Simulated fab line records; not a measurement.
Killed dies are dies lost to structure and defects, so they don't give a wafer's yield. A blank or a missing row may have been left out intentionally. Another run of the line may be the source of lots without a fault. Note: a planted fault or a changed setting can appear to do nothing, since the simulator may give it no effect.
A lot that was struck, set against a sound lot | flow gf180mcu | 14 steps out of a route of 602
Sound: the wafers L432.1, L432.3, L432.5. Wafers L435.1, L435.5, L435.6 were the ones struck. The cause comes at the end.
At each step with rows: each side's tool, then ch and its chambers, then its first start. Under that, the readings that differ: sound wafers | struck wafers | difference of the means | sigmas: that difference in standard deviations of wafers without a fault.
alike: a reading whose means differ by less than 2 such deviations, as well as words and numbers matching on both sides. not compared: withheld readings; readings where some wafer has no value; bounds like >300 that might hide an equal value; numbers whose values overlap and for which the record gives no deviation.
Wherever a step has rows on one side only, a row that says differs or no value, or a row with sigmas, the two part there. When numbers do not overlap yet have no deviation, they are printed without sigmas and do not part them. A reading missing from all wafers of one side parts the sides only when that side holds two or more wafers.

first, 6 steps without rows for these wafers: GF_M3_HMDS_08 (prime time 60 s); GF_M3_COAT_09 (resist thk 1000 nm); GF_M3_SOFTBAKE_10 (time 60 s); GF_M3_EXPOSE_11 (exposes mask Metal3, target cd 280 nm); GF_M3_PEB_12 (peb time 90 s); GF_M3_DEVELOP_13 (develop time 60 s).
GF_M3_CD_MEAS_14 targets a cd of 280 nm.
  struck on cd sem-01, day 27 09:20; sound on cd sem-01, day 26 14:08
  alike: cd nm
GF_M3_OVL_MEAS_15:
  struck on overlay-02, day 27 09:28; sound on overlay-01, day 26 14:15
  alike: M3_OVL
GF_M3_METAL_ETCH_16: etches the open film in Cl2/BCl3, stops on SiO2, target depth 750.8 nm, time 125.1 s.
  sound on rie metal-03 ch 1, day 26 14:17; struck on rie metal-03 ch 0,1, day 27 09:29
  alike: drypump motor current A, oes product au, throttle valve pct
  not compared: rf hours counter h
GF_M3_STRIP_17: strips in O2/N2.
  sound on plasma asher-03 ch 0,1, day 26 14:25; struck on plasma asher-03 ch 0,1, day 27 09:37
  alike: drypump motor current A, heater power w, oes product au, strip time to endpoint s
  not compared: rf hours counter h
then, 2 steps without rows for these wafers: GF_M3_STRIP_18 (strips in post etch residue remover, time 1200 s); GF_M3_CLEAN_19 (cleans in DIW).
GF_V3_CVD_00: deposits SiO2, target thk 600 nm, time 100 s.
  sound on hdpcvd-02 ch 0,1,2, day 26 14:59; struck on hdpcvd-02 ch 0,2, day 27 10:10
  no value came back on the struck wafers for pressure mtorr (mTorr), run length s (s); on the sound wafers pressure mtorr (mTorr) reads 6.016 5.995 5.985
-- the record jumps here: 6 days lie between the struck wafers' starts before and after (it left off in module V3 and takes up again in module PASSIVATION, whose first step shown is number 602 of the route) --
GF_PASSIVATION_PROBE_99:
  the record has rows for the struck wafers here (prober-01, day 33 20:18) and none for the sound ones

== WHERE THEY PART ==
Last at GF_PASSIVATION_PROBE_99 as far as this record goes, first at GF_V3_CVD_00.

WHY: the cause the simulator had injected
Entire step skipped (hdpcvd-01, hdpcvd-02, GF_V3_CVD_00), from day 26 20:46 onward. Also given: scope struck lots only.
